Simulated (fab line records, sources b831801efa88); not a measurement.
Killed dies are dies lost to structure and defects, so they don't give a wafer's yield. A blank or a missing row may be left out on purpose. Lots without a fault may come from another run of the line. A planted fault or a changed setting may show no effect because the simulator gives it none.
Problem report in the 8D (eight disciplines) form, filled by code | flow gf180mcu | the parts of the form that need people (team, actions taken, sign-off) are left out

1. THE PROBLEM
MVSD_TW at GF_MVSD_TW_MEAS_11 reads a mean of 1509 on 6 wafers of 2 lots; wafers without a fault read 1572 with a standard deviation of 9.2. That is -6.9 standard deviations from the usual mean.
First seen on wafer L376.1, day 6 08:24, on film_metro-03. The record holds 36 wafers of 12 lots with a number at this step. Rule for "out", or "out of limits": more than 4 standard deviations from the usual mean. The other wafers with a number count as sound.

2. WHAT IT IS AND WHAT IT IS NOT
question                    | is                     | is not
which readings at this step | MVSD_TW                | -
which lots                  | L376, L381             | L368, L370, L371, L372, L382, L383, L385, L388, L390, L391
which wafers of those lots  | all that have a number | -
read on which gauges        | film_metro-03          | film_metro-01, film_metro-02
when                        | from day 6 08:24       | up to then (12 sound wafers); but 18 sound wafers of L382, L383, L385, L388, L390, L391 came after

3. SUSPECTS, AND WHAT RULES EACH OUT
Counting: a tool at a process step up to the reading stays a suspect if it ran every lot that is out and no sound lot after the first of them.
- the gauge at GF_MVSD_TW_MEAS_11: ruled out. All the wafers that are out were read on film_metro-03, but those of them that GF_MVSD_IMPLANT_08 has rows for are out there too, on other tools.
- implanter-03 at GF_MVSD_IMPLANT_08: ruled out as a lasting fault. Sound lots L391 ran on it after its first lot that is out, L376 (day 6 08:00).
Left after counting: nothing in the record.

4. THE CAUSE (what the simulator had put in)
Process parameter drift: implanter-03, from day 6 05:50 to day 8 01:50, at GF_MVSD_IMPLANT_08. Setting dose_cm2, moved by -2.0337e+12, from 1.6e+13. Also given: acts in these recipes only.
Counting ruled it out, wrongly: the rule takes a fault to strike every lot that its tool runs from its start on, and this one did not.

5. THE CHAIN OF EFFECTS, in route order
Each row: a reading whose mean over the struck wafers that have a number lies more than 3 standard deviations from the usual. Only readings for which the record gives a usual standard deviation are gone through. hours: the time from each lot's start at the first step in this table that gives one to its start at this step, as a median over the lots. sigmas: the change in usual standard deviations.
hours | step                     | reading            | usual        | on struck wafers | change      | sigmas
0     | GF_MVSD_IMPLANT_08       | dose_ions_cm2      | 1.6002e+13   | 1.3968e+13       | -2.0345e+12 | -99 or more
0     | GF_MVSD_IMPLANT_08       | faraday_current_uA | 90.3         | 79.6             | -10.7       | -5.6
0     | GF_MVSD_TW_MEAS_11       | MVSD_TW            | 1572         | 1509             | -63         | -6.9
86    | GF_VT_IMPLANT_RS_MEAS_46 | MVSD_RS            | 456.5 ohm/sq | 489.0            | +32.5       | +25
The process steps in it:
- GF_MVSD_IMPLANT_08
Later measuring or inspecting steps at which every struck wafer that the step has a row for has a number for every such reading, and none has moved that far: GF_VT_IMPLANT_OVL_MEAS_07.

6. WHAT WOULD HAVE CAUGHT IT SOONER
In this record the first reading out of limits at a measuring or inspecting step was taken at day 6 08:24, 3 hours after the fault began at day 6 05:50.
The tool's own readings at GF_MVSD_IMPLANT_08 were out on every struck wafer that the step has a row for (dose_ions_cm2, faraday_current_uA): an alarm limit on them would have fired on the first of those.
